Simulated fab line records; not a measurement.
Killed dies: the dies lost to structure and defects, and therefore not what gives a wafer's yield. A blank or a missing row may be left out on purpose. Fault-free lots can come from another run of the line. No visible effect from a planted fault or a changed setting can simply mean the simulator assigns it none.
2 desks, one fault | flow sky130 | each desk has only its own numbers; what lay behind them comes last

== FOR THE TOOL OWNER'S DESK: lpcvd-01 ==
The tool's own readings at SKY_POLY_GATE_CVD_00 (deposits poly-Si, target thk 180 nm, time 720 s): means of the sampled wafers that have a number, for each lot that ran on this tool. A lot is out of limits, marked OUT, if its mean lies more than 4 standard deviations from the usual mean; the brackets give that distance.
Columns: A = spike tc centre C at SKY_POLY_GATE_CVD_00, usual 621.8 C
lot  | first seen here | A
L337 | day 14 03:25    | 622.6
L338 | day 14 07:41    | 622.5
L340 | day 15 12:22    | 620.4
L342 | day 16 00:59    | 621.2
L343 | day 16 00:59    | 622.8
L344 | day 17 06:28    | 620.8
L349 | day 18 20:48    | 621.8
L351 | day 19 03:51    | 621.5
L350 | day 19 05:03    | 622.9
L359 | day 21 22:46    | 623.4
L360 | day 22 03:19    | 620.9
This desk's finding: nothing out of limits on any of the 11 lots.

== FROM THE METROLOGY DESK ==
What the gauges read, lot by lot, whatever tool the lot ran on: means of the sampled wafers that have a number. A lot is out of limits, marked OUT, if its mean lies more than 4 standard deviations from the usual mean; the brackets give that distance.
Columns: A = POLY_GATE_CVD_00_THK at SKY_POLY_GATE_THK_MEAS_01, usual 180.3 nm; B = cd nm at SKY_METAL2_CD_MEAS_15, usual 140.0 nm
lot  | first seen here | A               | B
L337 | day 14 04:37    | 180.3           | 140.9
L338 | day 14 08:53    | 180.9           | 139.0
L340 | day 15 13:34    | 181.9           | 139.7
L342 | day 16 02:47    | 178.7           | 139.5
L343 | day 16 02:49    | 179.3           | 138.9
L344 | day 17 07:41    | 180.6           | 141.0
L349 | day 18 22:00    | 155.2 (-19) OUT | 141.6
L351 | day 19 05:05    | 154.6 (-20) OUT | 141.8
L350 | day 19 06:16    | 154.9 (-20) OUT | 139.2
L359 | day 21 23:59    | 180.0           | 142.7
L360 | day 22 04:31    | 182.3           | 138.9
This desk's result: L349, L350, L351 out of limits, first on L349 (POLY_GATE_CVD_00_THK at SKY_POLY_GATE_THK_MEAS_01), day 18 22:00. Within limits: L337, L338, L340, L342, L343, L344, L359, L360.

== PUT TOGETHER ==
Metrology desk: alarm possible at day 18 22:00 on L349, L350, L351.
The desk of the tool owner found nothing out of limits.
Tool owner's desk: L349, L350, L351 on record, inside its limits.
All the named lots went through SKY_POLY_GATE_CVD_00 on lpcvd-01.

== WHAT THE SIMULATOR HAD PUT IN ==
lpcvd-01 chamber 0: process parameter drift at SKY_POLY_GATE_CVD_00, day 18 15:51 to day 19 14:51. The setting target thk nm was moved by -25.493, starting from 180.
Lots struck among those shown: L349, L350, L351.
Time in hours between the start of the fault and the first out-of-limits reading at each desk: metrology desk, 6.
